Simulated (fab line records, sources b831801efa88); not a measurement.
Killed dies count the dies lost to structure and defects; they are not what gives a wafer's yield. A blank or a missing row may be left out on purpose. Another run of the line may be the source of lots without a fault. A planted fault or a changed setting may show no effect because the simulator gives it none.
fab line records	flow gf180mcu
record lots=12	wafers=36	last_day=36
route steps=602 shown POLY_GATE@169 HV_LDD@212
lots untouched by any fault: they come from a run of this same line in which no faults occurred
start_h: start of the lot's first displayed wafer, in hours after the record's first day	wait_h: hours since the lot's step before	" as in the row above	L1.1+2: one row covering several wafers at once	- value missing, or start not given	* or withheld: withheld	< > ~ a bound
route shown NAME@n: names a module that has steps shown in the file, with the first one's number in the route	usual: mean/standard deviation of fault-free wafers	same: alike in all rows	chamber/n: place in a boat	sites: each site's reading	_std_site: standard deviation of those values	_edge_site: the outer-site mean with the inner-site mean subtracted	radius_mm: for every site, how far away it sits from the centre of the wafer	mask NAME#n: copy n	behind: tool/chamber where the wafer was last shaped	hold: why the lot was held/for how many hours/how that ended	device: the n, p or np transistor that did not switch	end of line: the route-end tests of the same wafers	for a step that has no rows: nothing shown but its recipe	killed: dies that structure and defects cost at the first sort, which is not the same as the wafer's yield	map: a wafer's dies, x killed, . not, _ none there
set.NAME: the setting as run; set.NAME@STEP: as run at that earlier step	model.NAME: the simulator's own value behind a step, which no gauge read
steps of the route over a sample of lots; a table a step, a row a wafer
services: a tool's chamber out of use, with start hour (start_h, from the record's first day; less than 0 if before it), hours out, and reason
## steps
# step GF_POLY_GATE_ETCH_12
# recipe chemistry=N2/H2	target_depth_a=withheld	overetch_a=withheld	time_s=withheld	target=BARC	ion_energy_ev=200	source_w=500	bias_w=100	pressure_mtorr=30	n2_flow_sccm=100	h2_flow_sccm=200
# usual drypump_motor_current_A=5.6/0.39	oes_product_au=0.735/0.0046	throttle_valve_pct=13.214/0.0087
lot.wafer	tool	chamber	start_h	wait_h	drypump_motor_current_A	oes_product_au	throttle_valve_pct
L479.1	rie_diel-04	3	235.96	0.0	5.9	0.740	13.211
L479.2	"	2	"	"	5.6	0.735	13.197
L479.3	"	1	"	"	6.5	0.737	13.201
L480.1	rie_diel-02	3	239.31	0.0	6.0	0.727	13.221
L480.2	"	0	"	"	5.3	0.740	13.211
L480.5	"	1	"	"	5.3	0.727	13.211
L481.2	rie_diel-04	1	251.47	0.0	6.5	0.735	13.231
L481.4	"	2	"	"	5.6	0.736	13.210
L481.5	"	1	"	"	6.5	0.740	13.213
L482.2	rie_diel-04	2	255.57	0.0	5.6	0.742	13.215
L482.3	"	1	"	"	6.5	0.737	13.204
L482.6	"	1	"	"	6.5	0.736	13.217
L485.2	rie_diel-02	1	273.78	0.0	5.3	0.733	13.201
L485.3	"	3	"	"	6.0	0.737	13.221
L485.6	"	1	"	"	5.3	0.726	13.212
L486.1	rie_diel-04	0	283.04	0.0	5.3	0.730	13.204
L486.2	"	1	"	"	6.5	0.735	13.226
L486.4	"	2	"	"	5.6	0.728	13.223
L490.2	rie_diel-02	0	309.33	0.0	5.3	0.740	13.208
L490.3	"	2	"	"	5.5	0.728	13.212
L490.6	"	1	"	"	5.3	0.731	13.212
L491.2	rie_diel-02	0	314.68	0.0	5.3	0.735	13.224
L491.3	"	2	"	"	5.6	0.737	13.231
L491.4	"	1	"	"	5.3	0.740	13.216
L492.1	rie_diel-02	2	319.37	0.0	5.6	0.733	13.213
L492.2	"	3	"	"	6.0	0.726	13.217
L492.5	"	2	"	"	5.5	0.739	13.226
L496.4	rie_diel-03	3	346.22	0.0	5.8	0.734	13.209
L496.5	"	2	"	"	5.1	0.737	13.213
L496.6	"	3	"	"	5.8	0.737	13.228
L497.2	rie_diel-04	2	354.22	0.0	5.6	0.721	13.216
L497.3	"	3	"	"	5.9	0.740	13.206
L497.5	"	2	"	"	5.6	0.735	13.216
L501.3	rie_diel-04	2	377.03	0.0	5.6	0.738	13.225
L501.4	"	1	"	"	6.5	0.734	13.203
L501.6	"	2	"	"	5.6	0.735	13.214
# step GF_HV_LDD_IMPLANT_36
# recipe species=P	energy_kev=60	dose_cm2=7.5e+12	tilt_deg=30	rotation_deg=270
# usual dose_ions_cm2=7.499e+12/8.2e+09	faraday_current_uA=42.2/0.8
lot.wafer	tool	chamber	start_h	wait_h	dose_ions_cm2	faraday_current_uA
L479.1	implanter-01	0	297.68	0.1	7.483e+12	41.7
L479.2	"	0	"	"	7.495e+12	41.9
L479.3	"	0	"	"	7.501e+12	42.8
L480.1	implanter-03	0	301.52	0.1	7.495e+12	42.3
L480.2	"	0	"	"	7.501e+12	41.2
L480.5	"	0	"	"	7.492e+12	42.6
L481.2	implanter-04	0	315.45	0.1	7.495e+12	42.0
L481.4	"	0	"	"	7.493e+12	43.0
L481.5	"	0	"	"	7.502e+12	43.2
L482.2	implanter-01	0	322.58	0.1	7.506e+12	43.6
L482.3	"	0	"	"	7.483e+12	42.8
L482.6	"	0	"	"	7.492e+12	42.0
L485.2	implanter-01	0	340.74	0.1	7.489e+12	41.8
L485.3	"	0	"	"	7.493e+12	43.1
L485.6	"	0	"	"	7.496e+12	42.6
L486.1	implanter-01	0	349.86	0.1	7.496e+12	43.7
L486.2	"	0	"	"	7.497e+12	41.8
L486.4	"	0	"	"	7.495e+12	41.4
L490.2	implanter-01	0	381.78	0.1	3.3755e+13	196.8
L490.3	"	0	"	"	3.3759e+13	183.6
L490.6	"	0	"	"	3.3735e+13	186.0
L491.2	implanter-04	0	387.23	0.1	7.518e+12	42.6
L491.3	"	0	"	"	7.499e+12	42.5
L491.4	"	0	"	"	7.491e+12	40.5
L492.1	implanter-01	0	390.86	0.1	3.3732e+13	186.9
L492.2	"	0	"	"	3.3734e+13	192.4
L492.5	"	0	"	"	3.374e+13	190.9
L496.4	implanter-04	0	429.43	0.1	7.496e+12	43.3
L496.5	"	0	"	"	7.499e+12	43.0
L496.6	"	0	"	"	7.494e+12	42.6
L497.2	implanter-04	0	432.00	0.1	7.497e+12	41.5
L497.3	"	0	"	"	7.492e+12	41.5
L497.5	"	0	"	"	7.492e+12	41.2
L501.3	implanter-03	0	457.72	0.1	7.509e+12	41.7
L501.4	"	0	"	"	7.522e+12	43.0
L501.6	"	0	"	"	7.514e+12	42.0
# step GF_HV_LDD_TW_MEAS_38
# usual HV_LDD_3_TW=1420/17
lot.wafer	tool	chamber	start_h	wait_h	HV_LDD_3_TW
L479.1	film_metro-04	-	297.93	0.1	1406
L479.2	"	-	"	"	1404
L479.3	"	-	"	"	1403
L480.1	film_metro-02	-	301.77	0.1	1444
L480.2	"	-	"	"	1444
L480.5	"	-	"	"	1441
L481.2	film_metro-02	-	315.69	0.1	1447
L481.4	"	-	"	"	1441
L481.5	"	-	"	"	1449
L482.2	film_metro-04	-	322.82	0.1	1410
L482.3	"	-	"	"	1394
L482.6	"	-	"	"	1399
L485.2	film_metro-02	-	340.97	0.1	1445
L485.3	"	-	"	"	1448
L485.6	"	-	"	"	1446
L486.1	film_metro-04	-	350.11	0.1	1415
L486.2	"	-	"	"	1410
L486.4	"	-	"	"	1402
L490.2	film_metro-02	-	382.02	0.1	1758
L490.3	"	-	"	"	1762
L490.6	"	-	"	"	1773
L491.2	film_metro-03	-	387.47	0.1	1421
L491.3	"	-	"	"	1416
L491.4	"	-	"	"	1413
L492.1	film_metro-03	-	391.11	0.1	1736
L492.2	"	-	"	"	1728
L492.5	"	-	"	"	1731
L496.4	film_metro-04	-	429.64	0.1	1408
L496.5	"	-	"	"	1399
L496.6	"	-	"	"	1402
L497.2	film_metro-04	-	432.24	0.1	1410
L497.3	"	-	"	"	1406
L497.5	"	-	"	"	1413
L501.3	film_metro-02	-	457.94	0.1	1427
L501.4	"	-	"	"	1439
L501.6	"	-	"	"	1435
# step GF_HV_LDD_STRIP_49
# recipe chemistry=O2/N2	power_w=1400	pressure_mtorr=1500	platen_temp_c=250	o2_flow_sccm=3000	n2_flow_sccm=300	overash_fraction=0.5
# usual drypump_motor_current_A=5.5/0.36	heater_power_w=356/47	oes_product_au=0.716/0.0043	strip_time_to_endpoint_s=12.65/0.04
lot.wafer	tool	chamber	start_h	wait_h	drypump_motor_current_A	heater_power_w	oes_product_au	rf_hours_counter_h	strip_time_to_endpoint_s
L479.1	plasma_asher-03	0	319.01	0.1	5.4	322	0.711	59	12.66
L479.2	"	1	"	"	5.4	322	0.712	59	12.60
L479.3	"	0	"	"	5.4	319	0.718	-	12.63
L480.1	plasma_asher-02	0	322.56	0.1	5.1	300	0.720	65	12.64
L480.2	"	1	"	"	5.8	369	0.716	65	12.62
L480.5	"	1	"	"	5.8	358	0.716	-	12.61
L481.2	plasma_asher-02	0	337.58	0.1	5.1	320	0.716	67	12.58
L481.4	"	1	"	"	5.8	362	0.717	-	12.59
L481.5	"	1	"	"	5.8	352	0.721	-	12.61
L482.2	plasma_asher-04	1	345.11	0.1	5.9	434	0.715	25	12.61
L482.3	"	0	"	"	5.0	342	0.707	-	12.61
L482.6	"	0	"	"	5.0	341	0.716	-	12.61
L485.2	plasma_asher-04	0	363.66	0.1	5.1	334	0.720	27	12.64
L485.3	"	1	"	"	6.0	428	0.715	-	12.62
L485.6	"	1	"	"	6.0	420	0.718	-	12.60
L486.1	plasma_asher-02	1	373.33	0.1	5.8	367	0.727	69	12.63
L486.2	"	0	"	"	5.1	296	0.712	69	12.66
L486.4	"	0	"	"	5.1	305	0.719	-	12.69
L490.2	plasma_asher-03	0	406.58	0.1	5.4	317	0.715	69	12.72
L490.3	"	0	"	"	5.4	325	0.713	-	12.70
L490.6	"	1	"	"	5.4	336	0.716	-	12.72
L491.2	plasma_asher-03	0	411.66	0.1	5.4	314	0.721	69	12.67
L491.3	"	1	"	"	5.4	338	0.719	-	12.71
L491.4	"	0	"	"	5.4	325	0.715	-	12.70
L492.1	plasma_asher-04	1	416.73	0.1	5.9	440	0.722	33	12.60
L492.2	"	0	"	"	5.0	337	0.715	33	12.63
L492.5	"	0	"	"	5.0	339	0.716	-	12.66
L496.4	plasma_asher-03	0	456.09	0.1	5.4	322	0.717	-	12.74
L496.5	"	0	"	"	5.4	309	0.715	-	12.72
L496.6	"	1	"	"	5.4	360	0.713	-	12.70
L497.2	plasma_asher-02	1	458.16	0.1	5.8	363	0.714	78	12.62
L497.3	"	0	"	"	5.1	301	0.723	-	12.61
L497.5	"	0	"	"	5.1	297	0.715	-	12.62
L501.3	plasma_asher-04	1	483.86	0.1	6.0	435	0.714	-	12.63
L501.4	"	0	"	"	5.0	345	0.712	-	12.65
L501.6	"	0	"	"	5.0	345	0.716	-	12.62
# step GF_HV_LDD_RTA_52
# recipe temp_c=1000	time_s=10	ambient=N2
# usual lamp_power_pct=32.6/2.6	wafer_temp_C_max=1004.8/1.1
lot.wafer	tool	chamber	start_h	wait_h	lamp_power_pct	wafer_temp_C_max
L479.1	rtp_anneal-02	0	319.22	0.0	35.5	1005.2
L479.2	"	0	"	"	35.5	1007.5
L479.3	"	0	"	"	35.5	1007.8
L480.1	rtp_anneal-01	0	322.78	0.0	30.2	1005.4
L480.2	"	0	"	"	30.2	1003.6
L480.5	"	0	"	"	30.3	1004.4
L481.2	rtp_anneal-02	0	337.80	0.0	35.5	1006.2
L481.4	"	0	"	"	35.5	1006.4
L481.5	"	0	"	"	35.5	1005.3
L482.2	rtp_anneal-02	0	345.33	0.0	35.5	1004.1
L482.3	"	0	"	"	35.5	1004.0
L482.6	"	0	"	"	35.5	1006.1
L485.2	rtp_anneal-01	0	363.88	0.0	30.3	1004.8
L485.3	"	0	"	"	30.2	1003.4
L485.6	"	0	"	"	30.2	1005.2
L486.1	rtp_anneal-02	0	373.54	0.0	35.5	1005.7
L486.2	"	0	"	"	35.5	1006.1
L486.4	"	0	"	"	35.5	1005.6
L490.2	rtp_anneal-02	0	406.80	0.0	35.6	1006.7
L490.3	"	0	"	"	35.5	1006.0
L490.6	"	0	"	"	35.5	1007.3
L491.2	rtp_anneal-01	0	411.88	0.0	30.2	1004.4
L491.3	"	0	"	"	30.2	1005.1
L491.4	"	0	"	"	30.2	1004.0
L492.1	rtp_anneal-01	0	416.94	0.0	30.2	1003.8
L492.2	"	0	"	"	30.2	1005.1
L492.5	"	0	"	"	30.2	1004.0
L496.4	rtp_anneal-01	0	456.35	0.0	30.2	1004.4
L496.5	"	0	"	"	30.2	1004.3
L496.6	"	0	"	"	30.2	1003.5
L497.2	rtp_anneal-02	0	458.38	0.0	35.4	1004.9
L497.3	"	0	"	"	35.5	1004.9
L497.5	"	0	"	"	35.5	1004.3
L501.3	rtp_anneal-01	0	484.06	0.0	30.2	1004.4
L501.4	"	0	"	"	30.2	1003.5
L501.6	"	0	"	"	30.2	1003.5
# step GF_HV_LDD_RS_MEAS_53
# recipe thk_meas_gauge=four-point-probe
# usual HV_LDD_RS=426.9/0.88
lot.wafer	tool	chamber	start_h	wait_h	HV_LDD_RS[ohm/sq]
L479.1	film_metro-02	-	319.29	0.1	426.5
L479.2	"	-	"	"	427.1
L479.3	"	-	"	"	426.4
L480.1	film_metro-03	-	322.85	0.1	427.2
L480.2	"	-	"	"	425.8
L480.5	"	-	"	"	427.5
L481.2	film_metro-03	-	337.88	0.1	427.3
L481.4	"	-	"	"	425.6
L481.5	"	-	"	"	426.0
L482.2	film_metro-04	-	345.41	0.1	427.5
L482.3	"	-	"	"	427.3
L482.6	"	-	"	"	427.1
L485.2	film_metro-03	-	363.96	0.1	426.4
L485.3	"	-	"	"	425.9
L485.6	"	-	"	"	426.1
L486.1	film_metro-02	-	373.60	0.1	427.0
L486.2	"	-	"	"	426.2
L486.4	"	-	"	"	426.5
L490.2	film_metro-04	-	406.87	0.1	366.6
L490.3	"	-	"	"	366.3
L490.6	"	-	"	"	366.4
L491.2	film_metro-04	-	411.95	0.1	427.7
L491.3	"	-	"	"	427.7
L491.4	"	-	"	"	426.2
L492.1	film_metro-02	-	417.00	0.1	365.1
L492.2	"	-	"	"	366.7
L492.5	"	-	"	"	365.6
L496.4	film_metro-03	-	456.44	0.1	427.0
L496.5	"	-	"	"	426.5
L496.6	"	-	"	"	426.3
L497.2	film_metro-04	-	458.45	0.1	426.9
L497.3	"	-	"	"	427.4
L497.5	"	-	"	"	426.6
L501.3	film_metro-03	-	484.15	0.1	426.4
L501.4	"	-	"	"	427.1
L501.6	"	-	"	"	427.7
## services
tool	chamber	start_h	hours	kind
rie_diel-03	2	215.01	5.2	repair
plasma_asher-04	-	226.24	2.1	repair
implanter-04	-	230.54	5.2	pm
rie_diel-02	1	231.93	4.7	repair
implanter-04	-	236.85	6.2	repair
implanter-03	-	237.08	3.7	pm
rie_diel-04	-	244.88	0.3	repair
rie_diel-04	3	273.02	3.3	repair
implanter-03	-	306.32	5.4	repair
rie_diel-04	-	310.37	28.1	pm
plasma_asher-02	-	317.44	1.3	repair
implanter-04	-	337.22	10.2	pm
plasma_asher-04	-	342.43	0.5	repair
plasma_asher-02	-	352.61	14.6	pm
rie_diel-04	1	362.84	13.1	repair
rie_diel-04	0	364.54	6.2	repair
rie_diel-02	1	396.81	26.7	repair
implanter-04	-	407.63	3.1	repair
rie_diel-02	-	409.00	1.0	repair
plasma_asher-03	-	421.25	9.0	pm
rie_diel-04	-	436.33	14.6	pm
implanter-03	-	451.25	5.3	repair
rie_diel-02	0	457.39	15.0	repair
plasma_asher-03	-	462.80	7.9	repair
## key
first_sign step=GF_HV_LDD_IMPLANT_36	reading=dose_ions_cm2	direction=up	sigmas=99+	usual=7.499e+12	struck=3.3743e+13
effect step=GF_HV_LDD_IMPLANT_36	reading=faraday_current_uA	direction=up	sigmas=99+	usual=42.2	struck=189.4
effect step=GF_HV_LDD_TW_MEAS_38	reading=HV_LDD_3_TW	direction=up	sigmas=19	usual=1420	struck=1748
effect step=GF_HV_LDD_RS_MEAS_53	reading=HV_LDD_RS	direction=down	sigmas=69	usual=426.9	struck=366.1
met_at GF_HV_LDD_IMPLANT_36
struck_lots L490,L492
tester_left_out L490,L492
not_acting_at GF_POLY_GATE_ETCH_12,GF_HV_LDD_STRIP_49,GF_HV_LDD_RTA_52
onset_between 349.86 381.78
fault kind=process_parameter_drift	tool=implanter-01	chamber=-	onset_h=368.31	steps=GF_HV_LDD_IMPLANT_36	channel=dose_cm2	offset=2.6245e+13	shape=step	end_h=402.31	acts_in=these_recipes_only	stated=7.5e+12
# tester_left_out: of these lots the tester's yield and bins aren't shown, on N5 and GAA mostly nor the transistor test; their killed dies are dies lost to structure and defects alone, not to doping, threshold or leakage, so they don't give the yield
